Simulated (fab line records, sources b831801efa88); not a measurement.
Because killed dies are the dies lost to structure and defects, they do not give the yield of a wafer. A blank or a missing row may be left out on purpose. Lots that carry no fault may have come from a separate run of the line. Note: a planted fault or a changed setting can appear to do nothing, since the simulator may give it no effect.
fab line records	flow gf180mcu	part 1 of 2: steps 1 to 25 of 35
record lots=5	wafers=15	lastDay=33
route steps=602 shown POLY_GATE@167 HV_LDD@176
lots untouched by any fault: they come from a run of this same line in which no faults occurred
startH: hours from the record's opening day to when the first of the lot's shown wafers began	waitH: hours elapsed since this lot's preceding step	" as in the row above	L1.1+2: a single row standing in for several wafers	- no value, or no start was given	* or withheld: withheld	< > ~ a bound
route shown NAME@n: a module of which the file shows steps, and the number in the route of the first	usual: the fault-free wafers' mean and standard deviation	same: alike in all rows	chamber/n: place in a boat	sites: readings site by site	_std_site: the values' standard deviation	_edge_site: mean of outer sites minus mean of inner sites	radiusMm: how far each site lies from the wafer's centre	mask NAME#n: copy n	behind: the tool/chamber that last shaped the wafer	hold: the reason the lot was held/the length of the hold in hours/how it ended	device: the transistor (n, p or np) that didn't switch	end of line: tests run on the same wafers once the route is complete	for a step that has no rows: nothing shown but its recipe	killed: the dies lost at the first sort to structure and to defects; this is not the yield of the wafer	map: a wafer's dies, marking killed ones x, the rest . and places with no die _
set.NAME: the setting that was run; set.NAME@STEP: the one run at that earlier step	model.NAME: the simulator's own value behind a step, which no gauge read
lots at some steps of the route; a table a step, a row a wafer
services: the hour from which a tool's chamber was out of use, counted from the record's first day as startH (under 0 if before that day), plus the number of hours and why
## steps
# step GF_POLY_GATE_CD_MEAS_10
# recipe targetCdNm=280
# usual cdNm=280.1/1.1
lot.wafer	tool	chamber	startH	waitH	cdNm
L077.1	cdSem-02	-	205.93	0.4	278.3
L077.2	"	-	"	"	279.5
L077.5	"	-	"	"	279.3
L080.1	cdSem-02	-	228.56	0.1	281.1
L080.2	"	-	"	"	281.8
L080.3	"	-	"	"	281.3
L090.1	cdSem-01	-	298.91	0.1	280.8
L090.4	"	-	"	"	280.3
L090.6	"	-	"	"	280.9
L093.2	cdSem-02	-	316.94	0.1	279.8
L093.3	"	-	"	"	279.8
L093.4	"	-	"	"	278.8
L095.1	cdSem-02	-	342.96	0.1	280.8
L095.3	"	-	"	"	279.9
L095.4	"	-	"	"	280.5
# step GF_POLY_GATE_OVL_MEAS_11
# usual POLY_GATE_OVL=0/4.9
lot.wafer	tool	chamber	startH	waitH	POLY_GATE_OVL[nm]
L077.1	overlay-02	-	206.05	0.1	7
L077.2	"	-	"	"	-1
L077.5	"	-	"	"	3
L080.1	overlay-02	-	228.68	0.1	5
L080.2	"	-	"	"	-5
L080.3	"	-	"	"	-2
L090.1	overlay-02	-	299.03	0.1	1
L090.4	"	-	"	"	-3
L090.6	"	-	"	"	-2
L093.2	overlay-02	-	317.05	0.1	-3
L093.3	"	-	"	"	2
L093.4	"	-	"	"	-6
L095.1	overlay-01	-	343.08	0.1	0
L095.3	"	-	"	"	1
L095.4	"	-	"	"	-3
# step GF_POLY_GATE_ETCH_12
# recipe chemistry=N2/H2	targetDepthA=withheld	overetchA=withheld	timeS=withheld	target=BARC	ionEnergyEv=200	sourceW=500	biasW=100	pressureMtorr=30	n2FlowSccm=100	h2FlowSccm=200
# usual chamberPressureMTorr=30.001/0.027	drypumpMotorCurrentA=5.6/0.43	oesProductAu=0.736/0.0041	throttleValvePct=13.215/0.0086
lot.wafer	tool	chamber	startH	waitH	chamberPressureMTorr	drypumpMotorCurrentA	oesProductAu	throttleValvePct
L077.1	rieDiel-04	1	206.09	0.0	30.003	5.0	0.732	13.209
L077.2	"	3	"	"	30.039	6.3	0.732	13.215
L077.5	"	0	"	"	29.997	6.1	0.733	13.219
L080.1	rieDiel-02	2	228.72	0.0	29.980	5.1	0.739	13.224
L080.2	"	0	"	"	30.031	5.4	0.733	13.227
L080.3	"	3	"	"	30.026	6.0	0.736	13.218
L090.1	rieDiel-03	2	299.07	0.0	29.989	5.9	0.731	13.202
L090.4	"	0	"	"	30.054	5.2	0.733	13.213
L090.6	"	0	"	"	29.994	5.2	0.742	13.230
L093.2	rieDiel-02	1	317.08	0.0	30.015	5.3	0.731	13.201
L093.3	"	3	"	"	30.002	6.0	0.730	13.218
L093.4	"	2	"	"	29.982	5.1	0.735	13.216
L095.1	rieDiel-04	1	343.12	0.0	30.002	5.0	0.740	13.227
L095.3	"	3	"	"	29.960	6.3	0.730	13.221
L095.4	"	0	"	"	29.986	6.2	0.738	13.206
# step GF_POLY_GATE_ETCH_13
# recipe target=poly-Si	targetDepthNm=198.5	stopOn=SiO2	overEtchFrac=0.403	chemistry=HBr/Cl2	icpW=400	biasW=100	pressureMtorr=10	HBr_flow_sccm=150	Cl2_flow_sccm=50	timeS=69.6
# usual chamberPressureMTorr=10.000/0.0099	drypumpMotorCurrentA=6.00/0.27	oesProductAu=0.989/0.0079	throttleValvePct=33.684/0.0094
lot.wafer	tool	chamber	startH	waitH	chamberPressureMTorr	drypumpMotorCurrentA	oesProductAu	rfHoursCounterH	throttleValvePct
L077.1	rieSi-02	2	206.14	-	10.014	6.36	0.994	34	33.663
L077.2	"	3	"	"	10.016	5.92	1.002	87	33.695
L077.5	"	3	"	"	9.991	5.96	1.003	-	33.704
L080.1	rieSi-01	2	228.77	-	9.987	5.96	0.994	45	33.689
L080.2	"	3	"	"	9.991	6.33	0.987	28	33.693
L080.3	"	1	"	"	10.005	5.90	0.996	101	33.710
L090.1	rieSi-02	3	299.12	-	10.018	5.95	0.992	88	33.668
L090.4	"	0	"	"	10.001	6.16	0.988	2	33.675
L090.6	"	3	"	"	9.993	5.93	0.997	-	33.699
L093.2	rieSi-01	0	317.13	-	10.017	5.64	0.982	82	33.677
L093.3	"	3	"	"	9.983	6.34	0.972	29	33.690
L093.4	"	0	"	"	9.990	5.71	0.972	-	33.672
L095.1	rieSi-02	1	343.17	-	10.002	5.38	1.003	69	33.676
L095.3	"	3	"	"	10.005	5.92	1.002	88	33.682
L095.4	"	2	"	"	10.013	6.34	0.996	35	33.680
# step GF_POLY_GATE_STRIP_14
# recipe chemistry=O2/N2	powerW=1400	pressureMtorr=1500	platenTempC=250	o2FlowSccm=3000	n2FlowSccm=300	overashFraction=0.5
# usual chamberPressureMTorr=1500.0/1.3	drypumpMotorCurrentA=5.76/0.25	heaterPowerW=351/33	oesProductAu=0.505/0.0046
lot.wafer	tool	chamber	startH	waitH	chamberPressureMTorr	drypumpMotorCurrentA	heaterPowerW	oesProductAu	rfHoursCounterH
L077.1	plasmaAsher-01	1	206.20	0.0	1497.8	5.67	395	0.498	49
L077.2	"	0	"	"	1498.0	5.92	368	0.507	49
L077.5	"	1	"	"	1500.3	5.67	376	0.512	-
L080.1	plasmaAsher-03	0	228.83	0.0	1501.1	5.79	318	0.507	55
L080.2	"	1	"	"	1500.4	5.84	361	0.507	55
L080.3	"	0	"	"	1499.6	5.79	320	0.504	-
L090.1	plasmaAsher-03	0	299.18	0.0	1500.7	5.78	309	0.505	63
L090.4	"	1	"	"	1499.8	5.86	366	0.507	-
L090.6	"	1	"	"	1497.8	5.83	371	0.503	-
L093.2	plasmaAsher-02	1	317.18	0.0	1500.9	5.20	285	0.506	20
L093.3	"	0	"	"	1499.9	6.15	323	0.503	-
L093.4	"	1	"	"	1499.8	5.17	288	0.506	-
L095.1	plasmaAsher-01	0	343.22	0.0	1501.2	5.86	354	0.499	64
L095.3	"	1	"	"	1501.3	5.60	378	0.505	-
L095.4	"	0	"	"	1498.3	5.89	371	0.501	-
# step GF_POLY_GATE_CLEAN_15
# recipe chemistry=SC1/SC2	mix=1:4:20	tempC=70	timeS=150	dry=n2Spin
lot.wafer	tool	chamber	startH	waitH
L077.1+2+5	wetBench-02	1	206.30	0.1
L080.1+2+3	wetBench-04	3	228.93	0.1
L090.1+4+6	wetBench-03	1	299.28	0.1
L093.2+3+4	wetBench-04	0	317.28	0.1
L095.1+3+4	wetBench-04	0	343.32	0.1
# step GF_POLY_GATE_OXIDATION_16
# recipe tempC=850	ambient=O2	stabiliseS=600	purgeS=300	targetThkA=40	oxTimeS=899
# usual zonePowerUpperPct=16.5/0.69
# same purgeS=300
lot.wafer	tool	chamber	startH	waitH	zonePowerUpperPct
L077.1	furnace-01	0	206.51	0.2	15.8
L077.2	"	0	"	"	15.6
L077.5	"	0	"	"	15.7
L080.1	furnace-01	0	228.98	0.0	16.0
L080.2	"	0	"	"	16.1
L080.3	"	0	"	"	16.1
L090.1	furnace-01	0	304.36	5.0	16.0
L090.4	"	0	"	"	16.2
L090.6	"	0	"	"	15.6
L093.2	furnace-01	0	323.16	5.8	15.7
L093.3	"	0	"	"	15.9
L093.4	"	0	"	"	16.0
L095.1	furnace-02	0	343.37	0.0	17.0
L095.3	"	0	"	"	17.3
L095.4	"	0	"	"	17.2
# step GF_POLY_GATE_THK_MEAS_17
# recipe reads=SiO2_of_POLY_GATE_OXIDATION_16
# usual POLY_GATE_OXIDATION_THK=3.98/0.069
lot.wafer	tool	chamber	startH	waitH	POLY_GATE_OXIDATION_THK[nm]
L077.1	filmMetro-04	-	207.76	0.0	4.06
L077.2	"	-	"	"	4.00
L077.5	"	-	"	"	3.97
L080.1	filmMetro-03	-	230.23	0.0	4.02
L080.2	"	-	"	"	3.94
L080.3	"	-	"	"	3.93
L090.1	filmMetro-04	-	305.61	0.0	3.95
L090.4	"	-	"	"	3.97
L090.6	"	-	"	"	3.98
L093.2	filmMetro-03	-	324.42	0.0	3.92
L093.3	"	-	"	"	4.00
L093.4	"	-	"	"	3.95
L095.1	filmMetro-03	-	344.62	0.0	3.98
L095.3	"	-	"	"	3.79
L095.4	"	-	"	"	3.96
# step GF_POLY_GATE_CD_MEAS_18
# usual cdNm=279.5/1.6
lot.wafer	tool	chamber	startH	waitH	cdNm
L077.1	cdSem-02	-	207.82	0.1	278.1
L077.2	"	-	"	"	280.5
L077.5	"	-	"	"	280.4
L080.1	cdSem-02	-	230.29	0.1	281.2
L080.2	"	-	"	"	282.3
L080.3	"	-	"	"	280.9
L090.1	cdSem-01	-	305.67	0.1	281.2
L090.4	"	-	"	"	278.5
L090.6	"	-	"	"	280.3
L093.2	cdSem-02	-	324.49	0.1	280.4
L093.3	"	-	"	"	279.5
L093.4	"	-	"	"	278.6
L095.1	cdSem-01	-	344.68	0.1	279.1
L095.3	"	-	"	"	280.7
L095.4	"	-	"	"	281.5
# step GF_HV_LDD_DEHYDRATE_00
# recipe tempC=200	timeS=60
# usual chillPlateTempC=23.00/0.11
lot.wafer	tool	chamber	startH	waitH	chillPlateTempC
L077.1	lithoTrack-03	0	215.77	7.9	23.00
L077.2	"	0	"	"	23.00
L077.5	"	0	"	"	23.05
L080.1	lithoTrack-01	0	239.08	8.8	23.03
L080.2	"	0	"	"	22.85
L080.3	"	0	"	"	22.87
L090.1	lithoTrack-01	0	315.33	9.6	23.09
L090.4	"	0	"	"	22.94
L090.6	"	0	"	"	23.03
L093.2	lithoTrack-02	0	334.23	9.7	22.92
L093.3	"	0	"	"	22.93
L093.4	"	0	"	"	22.85
L095.1	lithoTrack-03	0	354.52	9.8	22.88
L095.3	"	0	"	"	22.90
L095.4	"	0	"	"	22.93
# step GF_HV_LDD_HMDS_01
# recipe primeTimeS=60	primeTempC=120
# usual chillPlateTempC=23.00/0.11
lot.wafer	tool	chamber	startH	waitH	chillPlateTempC
L077.1	lithoTrack-03	0	215.92	0.1	23.20
L077.2	"	0	"	"	23.19
L077.5	"	0	"	"	23.17
L080.1	lithoTrack-01	0	239.23	0.1	23.21
L080.2	"	0	"	"	23.21
L080.3	"	0	"	"	23.02
L090.1	lithoTrack-01	0	315.48	0.1	23.09
L090.4	"	0	"	"	22.88
L090.6	"	0	"	"	22.82
L093.2	lithoTrack-02	0	334.38	0.1	22.74
L093.3	"	0	"	"	23.03
L093.4	"	0	"	"	22.97
L095.1	lithoTrack-03	0	354.67	0.1	23.07
L095.3	"	0	"	"	23.03
L095.4	"	0	"	"	23.13
# step GF_HV_LDD_COAT_02
# recipe resist=NOVOLAK	spinRpm=3000	resistThkNm=1000
# usual chillPlateTempC=23.00/0.12
lot.wafer	tool	chamber	startH	waitH	chillPlateTempC
L077.1	lithoTrack-03	0	216.07	0.1	23.04
L077.2	"	0	"	"	23.03
L077.5	"	0	"	"	22.92
L080.1	lithoTrack-01	0	239.38	0.1	22.89
L080.2	"	0	"	"	22.86
L080.3	"	0	"	"	23.05
L090.1	lithoTrack-01	0	315.63	0.1	22.96
L090.4	"	0	"	"	22.92
L090.6	"	0	"	"	22.95
L093.2	lithoTrack-02	0	334.53	0.1	23.10
L093.3	"	0	"	"	22.73
L093.4	"	0	"	"	23.14
L095.1	lithoTrack-03	0	354.82	0.1	23.07
L095.3	"	0	"	"	23.05
L095.4	"	0	"	"	23.13
# step GF_HV_LDD_SOFTBAKE_03
# recipe tempC=90	timeS=60	resist=NOVOLAK
# usual chillPlateTempC=22.99/0.1
lot.wafer	tool	chamber	startH	waitH	chillPlateTempC
L077.1	lithoTrack-03	0	216.22	0.1	23.05
L077.2	"	0	"	"	22.89
L077.5	"	0	"	"	23.09
L080.1	lithoTrack-01	0	239.53	0.1	22.97
L080.2	"	0	"	"	22.93
L080.3	"	0	"	"	22.93
L090.1	lithoTrack-01	0	315.78	0.1	23.09
L090.4	"	0	"	"	23.09
L090.6	"	0	"	"	22.98
L093.2	lithoTrack-02	0	334.68	0.1	22.96
L093.3	"	0	"	"	23.02
L093.4	"	0	"	"	23.00
L095.1	lithoTrack-03	0	354.97	0.1	22.84
L095.3	"	0	"	"	22.71
L095.4	"	0	"	"	22.99
# step GF_HV_LDD_EXPOSE_04
# recipe maskId=Nplus_LV_AREA	targetCdNm=400	na=0.6	sourceShape=conventional	sigmaOuter=0.6	doseMj=140
lot.wafer	tool	chamber	startH	waitH	mask
L077.1+2+5	ilineStepper-01	0	-	-	Nplus_LV_AREA#0
L080.1+2+3	ilineStepper-01	0	-	-	Nplus_LV_AREA#0
L090.1+4+6	ilineStepper-02	0	-	-	Nplus_LV_AREA#0
L093.2+3+4	ilineStepper-02	0	-	-	Nplus_LV_AREA#0
L095.1+3+4	ilineStepper-02	0	-	-	Nplus_LV_AREA#0
# step GF_HV_LDD_PEB_05
# recipe tempC=withheld	timeS=*	resist=NOVOLAK
# usual chillPlateTempC=*
lot.wafer	tool	chamber	startH	waitH	chillPlateTempC
L077.1	lithoTrack-03	0	-	-	*
L077.2	"	0	"	"	*
L077.5	"	0	"	"	*
L080.1	lithoTrack-02	0	-	-	*
L080.2	"	0	"	"	*
L080.3	"	0	"	"	*
L090.1	lithoTrack-01	0	-	-	*
L090.4	"	0	"	"	*
L090.6	"	0	"	"	*
L093.2	lithoTrack-02	0	-	-	*
L093.3	"	0	"	"	*
L093.4	"	0	"	"	*
L095.1	lithoTrack-01	0	-	-	*
L095.3	"	0	"	"	*
L095.4	"	0	"	"	*
# step GF_HV_LDD_DEVELOP_06
# recipe developTimeS=60	devTempC=23
# usual chillPlateTempC=23.02/0.11
lot.wafer	tool	chamber	startH	waitH	chillPlateTempC
L077.1	lithoTrack-03	0	225.47	0.1	22.99
L077.2	"	0	"	"	23.11
L077.5	"	0	"	"	23.08
L080.1	lithoTrack-02	0	248.55	0.1	22.91
L080.2	"	0	"	"	22.91
L080.3	"	0	"	"	22.99
L090.1	lithoTrack-01	0	326.43	0.1	22.90
L090.4	"	0	"	"	22.88
L090.6	"	0	"	"	23.02
L093.2	lithoTrack-02	0	346.23	0.1	23.00
L093.3	"	0	"	"	23.05
L093.4	"	0	"	"	23.13
L095.1	lithoTrack-01	0	366.38	0.1	23.17
L095.3	"	0	"	"	23.13
L095.4	"	0	"	"	23.03
# step GF_HV_LDD_CD_MEAS_07
# recipe targetCdNm=400
# usual cdNm=399.9/2.1
lot.wafer	tool	chamber	startH	waitH	cdNm
L077.1	cdSem-02	-	225.62	0.1	395.5
L077.2	"	-	"	"	398.7
L077.5	"	-	"	"	397.7
L080.1	cdSem-01	-	248.70	0.1	399.1
L080.2	"	-	"	"	397.8
L080.3	"	-	"	"	401.4
L090.1	cdSem-02	-	326.58	0.1	398.2
L090.4	"	-	"	"	397.5
L090.6	"	-	"	"	400.5
L093.2	cdSem-02	-	346.37	0.1	404.5
L093.3	"	-	"	"	404.3
L093.4	"	-	"	"	402.6
L095.1	cdSem-02	-	366.53	0.1	402.2
L095.3	"	-	"	"	403.3
L095.4	"	-	"	"	402.2
# step GF_HV_LDD_OVL_MEAS_08
# usual HV_LDD_OVL=-0.3/1.3
lot.wafer	tool	chamber	startH	waitH	HV_LDD_OVL[nm]
L077.1	overlay-01	-	225.74	0.1	-0.2
L077.2	"	-	"	"	0.2
L077.5	"	-	"	"	0.1
L080.1	overlay-02	-	248.82	0.1	-0.5
L080.2	"	-	"	"	1.1
L080.3	"	-	"	"	-1.3
L090.1	overlay-02	-	326.70	0.1	-1.2
L090.4	"	-	"	"	1.5
L090.6	"	-	"	"	-1.0
L093.2	overlay-02	-	346.48	0.1	0.4
L093.3	"	-	"	"	1.8
L093.4	"	-	"	"	-0.6
L095.1	overlay-01	-	366.65	0.1	-0.2
L095.3	"	-	"	"	1.0
L095.4	"	-	"	"	0.2
# step GF_HV_LDD_IMPLANT_09
# recipe species=As	energyKev=40	doseCm2=1e+14	tiltDeg=7
lot.wafer	tool	chamber	startH	waitH
L077.1+2+5	implanter-02	0	225.78	0.0
L080.1+2+3	implanter-02	0	248.86	0.0
L090.1+4+6	implanter-01	0	326.74	0.0
L093.2+3+4	implanter-04	0	346.53	0.0
L095.1+3+4	implanter-04	0	366.69	0.0
# step GF_HV_LDD_STRIP_10
# recipe chemistry=O2/N2	powerW=1400	pressureMtorr=1500	platenTempC=250	o2FlowSccm=3000	n2FlowSccm=300	overashFraction=0.5
# usual chamberPressureMTorr=1500.0/1.4	drypumpMotorCurrentA=5.73/0.29	heaterPowerW=335/33	oesProductAu=0.716/0.0048	stripTimeToEndpointS=12.64/0.035
lot.wafer	tool	chamber	startH	waitH	chamberPressureMTorr	drypumpMotorCurrentA	heaterPowerW	oesProductAu	rfHoursCounterH	stripTimeToEndpointS
L077.1	plasmaAsher-01	1	225.93	0.1	1499.3	5.64	385	0.714	51	12.62
L077.2	"	0	"	"	1501.5	5.89	364	0.709	51	12.59
L077.5	"	1	"	"	1498.0	5.64	387	0.708	-	12.63
L080.1	plasmaAsher-04	1	249.01	0.1	1501.6	5.73	352	0.711	47	12.68
L080.2	"	0	"	"	1501.0	5.80	297	0.718	47	12.68
L080.3	"	1	"	"	1497.8	5.71	349	0.714	-	12.63
L090.1	plasmaAsher-02	0	326.89	0.1	1501.5	6.15	324	0.712	21	12.66
L090.4	"	1	"	"	1500.0	5.16	293	0.722	-	12.64
L090.6	"	0	"	"	1498.3	6.13	325	0.725	-	12.67
L093.2	plasmaAsher-01	1	346.66	0.1	1501.8	5.65	379	0.713	65	12.62
L093.3	"	1	"	"	1500.5	5.66	378	0.710	-	12.61
L093.4	"	0	"	"	1499.6	5.88	359	0.711	-	12.63
L095.1	plasmaAsher-01	0	366.84	0.1	1501.6	5.86	360	0.718	67	12.63
L095.3	"	1	"	"	1499.6	5.65	388	0.720	-	12.65
L095.4	"	0	"	"	1499.8	5.88	364	0.713	-	12.62
# step GF_HV_LDD_TW_MEAS_11
# usual HV_LDD_TW=2391/23
lot.wafer	tool	chamber	startH	waitH	HV_LDD_TW
L077.1	filmMetro-02	-	226.03	0.1	2358
L077.2	"	-	"	"	2367
L077.5	"	-	"	"	2355
L080.1	filmMetro-01	-	249.11	0.1	2431
L080.2	"	-	"	"	2425
L080.3	"	-	"	"	2426
L090.1	filmMetro-04	-	326.99	0.1	2395
L090.4	"	-	"	"	2399
L090.6	"	-	"	"	2389
L093.2	filmMetro-01	-	346.77	0.1	2408
L093.3	"	-	"	"	2416
L093.4	"	-	"	"	2420
L095.1	filmMetro-02	-	366.94	0.1	2354
L095.3	"	-	"	"	2374
L095.4	"	-	"	"	2358
# step GF_HV_LDD_DEHYDRATE_12
# recipe tempC=200	timeS=60
# usual chillPlateTempC=22.99/0.096
lot.wafer	tool	chamber	startH	waitH	chillPlateTempC
L077.1	lithoTrack-02	0	234.81	8.8	23.19
L077.2	"	0	"	"	22.95
L077.5	"	0	"	"	23.16
L080.1	lithoTrack-03	0	257.72	8.6	22.93
L080.2	"	0	"	"	22.96
L080.3	"	0	"	"	22.91
L090.1	lithoTrack-02	0	337.05	10.1	23.07
L090.4	"	0	"	"	23.01
L090.6	"	0	"	"	23.14
L093.2	lithoTrack-02	0	357.18	10.4	23.10
L093.3	"	0	"	"	22.94
L093.4	"	0	"	"	23.14
L095.1	lithoTrack-01	0	377.33	10.4	23.11
L095.3	"	0	"	"	23.06
L095.4	"	0	"	"	22.93
# step GF_HV_LDD_HMDS_13
# recipe primeTimeS=60	primeTempC=120
# usual chillPlateTempC=23.03/0.11
lot.wafer	tool	chamber	startH	waitH	chillPlateTempC
L077.1	lithoTrack-02	0	234.96	0.1	23.18
L077.2	"	0	"	"	23.12
L077.5	"	0	"	"	23.07
L080.1	lithoTrack-03	0	257.87	0.1	22.89
L080.2	"	0	"	"	22.89
L080.3	"	0	"	"	23.12
L090.1	lithoTrack-02	0	337.20	0.1	23.16
L090.4	"	0	"	"	23.00
L090.6	"	0	"	"	22.95
L093.2	lithoTrack-02	0	357.33	0.1	23.12
L093.3	"	0	"	"	22.96
L093.4	"	0	"	"	23.14
L095.1	lithoTrack-01	0	377.48	0.1	23.03
L095.3	"	0	"	"	23.01
L095.4	"	0	"	"	22.92
# step GF_HV_LDD_COAT_14
# recipe resist=NOVOLAK	spinRpm=3000	resistThkNm=1000
# usual chillPlateTempC=22.99/0.1
lot.wafer	tool	chamber	startH	waitH	chillPlateTempC
L077.1	lithoTrack-02	0	235.11	0.1	22.88
L077.2	"	0	"	"	23.11
L077.5	"	0	"	"	22.99
L080.1	lithoTrack-03	0	258.02	0.1	22.72
L080.2	"	0	"	"	22.93
L080.3	"	0	"	"	22.88
L090.1	lithoTrack-02	0	337.35	0.1	23.03
L090.4	"	0	"	"	23.16
L090.6	"	0	"	"	22.94
L093.2	lithoTrack-02	0	357.48	0.1	23.05
L093.3	"	0	"	"	23.09
L093.4	"	0	"	"	22.98
L095.1	lithoTrack-01	0	377.63	0.1	23.13
L095.3	"	0	"	"	23.09
L095.4	"	0	"	"	23.06
# step GF_HV_LDD_SOFTBAKE_15
# recipe tempC=90	timeS=60	resist=NOVOLAK
# usual chillPlateTempC=23.00/0.11
lot.wafer	tool	chamber	startH	waitH	chillPlateTempC
L077.1	lithoTrack-02	0	235.26	0.1	22.79
L077.2	"	0	"	"	22.89
L077.5	"	0	"	"	22.95
L080.1	lithoTrack-03	0	258.17	0.1	22.97
L080.2	"	0	"	"	22.92
L080.3	"	0	"	"	23.10
L090.1	lithoTrack-02	0	337.50	0.1	23.08
L090.4	"	0	"	"	22.84
L090.6	"	0	"	"	23.03
L093.2	lithoTrack-02	0	357.63	0.1	23.06
L093.3	"	0	"	"	23.12
L093.4	"	0	"	"	23.09
L095.1	lithoTrack-01	0	377.78	0.1	22.62
L095.3	"	0	"	"	22.81
L095.4	"	0	"	"	22.83
